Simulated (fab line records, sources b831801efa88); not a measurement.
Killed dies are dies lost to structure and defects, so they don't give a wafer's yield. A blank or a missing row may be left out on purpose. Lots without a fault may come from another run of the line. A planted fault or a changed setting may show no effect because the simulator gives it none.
A struck lot beside a sound one | flow gf180mcu | 14 steps out of a route of 602
Sound: wafers L777.1, L777.3, L777.4. Struck: wafer L791.5. (L791.3, L791.6 of the same lot were not struck and are left out.) The cause comes at the end.
At each step with rows: each side's tool, then ch and its chambers, then its first start. Under that, the readings that differ: sound wafers | struck wafers | difference of the means | sigmas: that difference in standard deviations of wafers without a fault.
alike: readings whose means differ by less than 2 such deviations, and words and numbers that are the same on both sides. not compared: withheld readings, readings that some wafer has no value for, bounds like >300 that may hide the same value, and numbers for which the record gives no deviation and whose values overlap.
The two part at a step that has a row with sigmas, a row that says differs or no value, or rows on one side only. Numbers that don't overlap but have no deviation are shown without sigmas and don't part them. A reading that every wafer of one side lacks parts them only if that side has two wafers or more.

first, 4 steps without rows for these wafers: GF_M3_SOFTBAKE_10 (time 60 s); GF_M3_EXPOSE_11 (exposes mask Metal3, target cd 280 nm); GF_M3_PEB_12 (peb time 90 s); GF_M3_DEVELOP_13 (develop time 60 s).
GF_M3_CD_MEAS_14: target cd 280 nm.
  sound on cd_sem-02, day 21 23:18; struck on cd_sem-02, day 26 15:21
  alike: cd_nm
GF_M3_OVL_MEAS_15:
  sound on overlay-02, day 21 23:25; struck on overlay-01, day 26 15:27
  alike: M3_OVL
GF_M3_METAL_ETCH_16: etches the open film in Cl2/BCl3, stops on SiO2, target depth 627.5 nm, time 104.6 s.
  sound on rie_metal-01 ch 0,1, day 21 23:28; struck on rie_metal-01 ch 0, day 26 15:31
  alike: drypump_motor_current_A, oes_product_au, throttle_valve_pct
  not compared: rf_hours_counter_h
GF_M3_STRIP_17: strips in O2/N2.
  sound on plasma_asher-02 ch 0,1, day 21 23:34; struck on plasma_asher-04 ch 0, day 26 15:37
  alike: drypump_motor_current_A, heater_power_w, n2_flow_sccm, oes_product_au, strip_time_to_endpoint_s
  not compared: rf_hours_counter_h
then, 3 steps without rows for these wafers: GF_M3_STRIP_18 (strips in post etch residue remover, time 1200 s); GF_M3_CLEAN_19 (cleans in DIW); GF_V3_CVD_00 (deposits SiO2, target thk 600 nm, time 100 s).
GF_V3_THK_MEAS_01:
  sound on film_metro-02, day 22 00:13; struck on film_metro-01, day 26 16:13
  alike: V3_CVD_00_THK
GF_V3_CVD_02: deposits SiO2 from TEOS, target thk 850 nm, time 94.851 s.
  sound on pecvd-03 ch 0,2, day 22 00:16; struck on pecvd-03 ch 1, day 26 16:15
  reading                             | sound             | struck | difference | sigmas
  model.SiO2_of_V3_CVD_02.thk_nm (nm) | 847.9 845.7 866.3 | 878.9  | +25.6      |
  alike: heater_power_w
  not compared: since_wet_clean_h
GF_V3_THK_MEAS_03:
  sound on film_metro-01, day 22 00:20; struck on film_metro-04, day 26 16:20
  reading            | sound       | struck | difference | sigmas
  V3_CVD_02_THK (nm) | 848 846 867 | 878    | +24        | +2

WHERE THEY PART
Only at GF_V3_THK_MEAS_03, within this record.

WHY: what the simulator had put in
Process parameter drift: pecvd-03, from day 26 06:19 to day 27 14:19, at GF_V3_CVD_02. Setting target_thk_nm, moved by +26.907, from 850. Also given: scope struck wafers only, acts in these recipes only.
